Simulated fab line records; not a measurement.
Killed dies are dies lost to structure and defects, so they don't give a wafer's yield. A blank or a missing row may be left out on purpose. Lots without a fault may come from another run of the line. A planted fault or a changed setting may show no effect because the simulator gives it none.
Split-lot trial    flow sky130    on a route of 708 steps: 5 lots, 23 wafers read

== ABOUT THE SPLIT ==
At SKY_LDD_HVN_IMPLANT_08, the setting energyKev was moved away from the recipe's 60 on 6 of the 23 wafers read, by -1.8% to +3.9%. For the rest of the wafers, this setting stayed at what the recipe calls for.

The reading comes from the split's own step.

== THE READING ==
In nm, at SKY_LDD_HVN_IMPLANT_08: implant.drpNm, which is the simulator's own figure and was read by no gauge. There is no usual value for it anywhere in the file.

wafer   tool, chamber at the split  energyKev as run  against the recipe  implant.drpNm, nm  against lot-mates on the recipe
L074.1  implanter-04, 0             60                recipe              28.15              -
L074.3  implanter-04, 0             60                recipe              28.15              -
L074.5  implanter-04, 0             60                recipe              28.15              -
L074.2  implanter-04, 0             62.36             +3.9%               29.11              +0.96
L074.4  implanter-04, 0             62.36             +3.9%               29.11              +0.96
L076.1  implanter-01, 0             60                recipe              28.15              -
L076.2  implanter-01, 0             60                recipe              28.15              -
L076.3  implanter-01, 0             60                recipe              28.15              -
L076.5  implanter-01, 0             60                recipe              28.15              -
L076.6  implanter-01, 0             60                recipe              28.15              -
L079.1  implanter-02, 0             60                recipe              28.15              -
L079.3  implanter-02, 0             60                recipe              28.15              -
L079.5  implanter-02, 0             60                recipe              28.15              -
L082.1  implanter-04, 0             60                recipe              28.15              -
L082.2  implanter-04, 0             60                recipe              28.15              -
L082.5  implanter-04, 0             60                recipe              28.15              -
L082.4  implanter-04, 0             62.23             +3.7%               29.06              +0.91
L082.6  implanter-04, 0             62.23             +3.7%               29.06              +0.91
L084.1  implanter-04, 0             60                recipe              28.15              -
L084.4  implanter-04, 0             60                recipe              28.15              -
L084.5  implanter-04, 0             60                recipe              28.15              -
L084.2  implanter-04, 0             58.92             -1.8%               27.71              -0.44
L084.6  implanter-04, 0             58.92             -1.8%               27.71              -0.44

FIT RESULTS
A straight line over all 23 wafers: implant.drpNm changes by +0.244 nm for each +1% of energyKev; r = +1.00; the points scatter about the line by 0.00065 nm.
The same after taking each lot's own level away (the mean of its wafers on the recipe; 23 wafers): +0.244 nm for each +1%; r = +1.00; scatter 0.00065 nm.
On that fit, the largest move of energyKev shifts the reading by 0.96 nm.
The lots' own levels span 28.150 to 28.150 nm.
So the lot-to-lot level changes the slope little: the two slopes agree.
Check: +0.962 nm against its lot-mates is what the line predicts for one of the wafers moved furthest among these (+3.9%) when that wafer is left out of the fit. Against them it came out at +0.96 nm.

== FURTHER SPLITS ON THESE WAFERS ==
These wafers also went through other splits before the reading. Each is held against what the fit with the lots' levels taken away leaves over:
other split on the same wafers       wafers away from the commonest value  r with implant.drpNm (lot level and that fit taken away)
SKY_VT_ADJUST_PCH_COAT_02 spinRpm    5                                     +0.30
SKY_VT_ADJUST_PCH_STRIP_09 powerW    5                                     +0.22
SKY_SONOS_ONO_OXIDATION_00 oxTimeS   15                                    +0.20
SKY_GATE_OXIDE_COAT_05 resistThkNm   5                                     -0.49
SKY_GATE_OXIDE_IMPLANT_11 energyKev  7                                     +0.47
SKY_POLY_GATE_IMPLANT_02 energyKev   9                                     -0.54
SKY_POLY_GATE_DEVELOP_12 devTempC    11                                    +0.30
SKY_LDD_N_IMPLANT_09 energyKev       8                                     +0.21
SKY_LDD_P_COAT_02 resistThkNm        5                                     +0.27
SKY_LDD_P_DEVELOP_06 developTimeS    10                                    +0.08

== THE WHOLE CHAIN: every reading that the file lists as answering this split, in the file's order ==
step                    what it does  reading                                                         change (the file's fit)                r (the file's)
SKY_LDD_HVN_IMPLANT_08                implant.rpNm (the simulator's own value, which no gauge read)   +0.554 nm for each +1% of the setting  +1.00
SKY_LDD_HVN_IMPLANT_08                implant.drpNm (the simulator's own value, which no gauge read)  +0.244 nm for each +1% of the setting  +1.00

== THE FILE'S OWN FIT ==
implant.drpNm changes by +0.244 nm for each +1% of energyKev, r = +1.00.
